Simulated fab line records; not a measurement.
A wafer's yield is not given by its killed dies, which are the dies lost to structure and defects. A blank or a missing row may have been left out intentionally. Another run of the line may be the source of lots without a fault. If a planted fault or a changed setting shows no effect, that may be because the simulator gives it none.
Split-lot study -- flow sky130 -- 5 lots, 23 wafers read, on a route of 708 steps

## ON THE SPLIT
At SKY_CAP2M_METAL_ETCH_13 (etches TiN in Cl2/BCl3, stops on SiO2, target depth 220 nm, time 62.9 s), the setting icp w was moved away from the recipe's 900 W on 10 of the 23 wafers read, by -5.8% to +11.9%. All remaining wafers had this setting at the recipe value.

## FROM THE SPLIT TO THE READING: what the file shows between them, 3 steps
- SKY_CAP2M_STRIP_14: strips in O2/N2
- SKY_METAL4_COAT_08: resist thk 1140 nm (also split here: spin rpm)
- SKY_METAL4_ETCH_16: etches BARC in N2/H2, stops on SiO2, time 88.2 s, target depth 60 nm (also split here: bias w)

## THE READING
oes product au, in a.u., at SKY_METAL4_ETCH_17 (etches SiO2 in C4F8/O2/Ar, stops on TiN, time 3.9 s, target depth 15 nm). Typical for fault-free wafers on this fab line: 0.757 a.u., with standard deviation 0.0096 a.u.

wafer,"tool, chamber at the split","icp w as run, W",against the recipe,"oes product au, a.u.",against lot-mates on the recipe
L074.1,"rie metal-04, 1",900,recipe,0.753,-
L074.2,"rie metal-04, 0",900,recipe,0.739,-
L074.3,"rie metal-04, 0",900,recipe,0.739,-
L074.4,"rie metal-04, 1",987.3,+9.7%,0.709,-0.035
L074.5,"rie metal-04, 1",987.3,+9.7%,0.704,-0.040
L075.1,"rie metal-03, 0",1005,+11.7%,0.697,-0.050
L075.2,"rie metal-03, 1",1005,+11.7%,0.683,-0.064
L075.3,"rie metal-03, 1",1005,+11.7%,0.700,-0.047
L075.4,"rie metal-03, 0",900,recipe,0.743,-
L075.5,"rie metal-03, 1",900,recipe,0.751,-
L077.1,"rie metal-04, 0",847.5,-5.8%,0.763,+0.001
L077.2,"rie metal-04, 1",847.5,-5.8%,0.757,-0.005
L077.3,"rie metal-04, 1",847.5,-5.8%,0.759,-0.003
L077.5,"rie metal-04, 0",900,recipe,0.759,-
L077.6,"rie metal-04, 1",900,recipe,0.766,-
L078.3,"rie metal-02, 1",900,recipe,0.751,-
L078.4,"rie metal-02, 0",900,recipe,0.765,-
L078.5,"rie metal-02, 0",900,recipe,0.761,-
L080.1,"rie metal-04, 0",900,recipe,0.763,-
L080.2,"rie metal-04, 1",1007,+11.9%,0.705,-0.057
L080.3,"rie metal-04, 1",900,recipe,0.755,-
L080.4,"rie metal-04, 0",900,recipe,0.767,-
L080.5,"rie metal-04, 0",1007,+11.9%,0.725,-0.037

FIT RESULTS
A straight line over all 23 wafers: oes product au changes by -0.0039 a.u. for each +1% of icp w; r = -0.90; the points scatter about the line by 0.012 a.u.
The same after taking each lot's own level away (the mean of its wafers on the recipe; 23 wafers): -0.00337 a.u. for each +1%; r = -0.90; scatter 0.01 a.u.
Per that fit: largest icp w move, reading shift of 0.04 a.u.
The span of the lots' own levels, 0.7437 to 0.7625 a.u., comes to 2.0 times the standard deviation stated above.
Hence the slope depends on the lot-to-lot level, as the two fits are not the same.
Check: -0.044 a.u. against its lot-mates is what the line predicts for one of the wafers moved furthest among these (+11.9%) when that wafer is left out of the fit. Against them it came out at -0.0567 a.u.

## THE OTHER SPLITS THESE WAFERS WENT THROUGH
Before the reading, these wafers also passed through other splits. Each is held against what the fit with the lots' levels taken away leaves over:
other split on the same wafers,wafers away from the commonest value,r with oes product au (lot level and that fit taken away)
SKY_CAPM_METAL_ETCH_13 time s,12,+0.31
SKY_METAL3_COAT_08 resist thk nm,10,-0.15
SKY_METAL3_ETCH_16 bias w,10,-0.12
SKY_VIA3_HDPCVD_00 time s,6,-0.44
SKY_VIA3_ETCH_14 time s,7,+0.41
SKY_CAP2M_COAT_07 resist thk nm,7,-0.08
SKY_METAL4_COAT_08 spin rpm,9,-0.44
SKY_METAL4_ETCH_16 bias w,6,-0.02

## THE WHOLE CHAIN: every reading that the file lists as answering this split, in the file's order
step,what it does,reading,change (the file's fit),r (the file's)
SKY_CAP2M_METAL_ETCH_13,"etches TiN in Cl2/BCl3, stops on SiO2, target depth 220 nm, time 62.9 s","SiO2_of_CAP2M_CVD_00.thk nm (the simulator's own value, which no gauge read)",-0.152 nm for each +1% of the setting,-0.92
SKY_METAL4_ETCH_17,"etches SiO2 in C4F8/O2/Ar, stops on TiN, time 3.9 s, target depth 15 nm",oes product au,-0.00373 a.u. for each +1% of the setting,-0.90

## THE FILE'S OWN FIT
oes product au changes by -0.00373 a.u. for each +1% of icp w, r = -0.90.
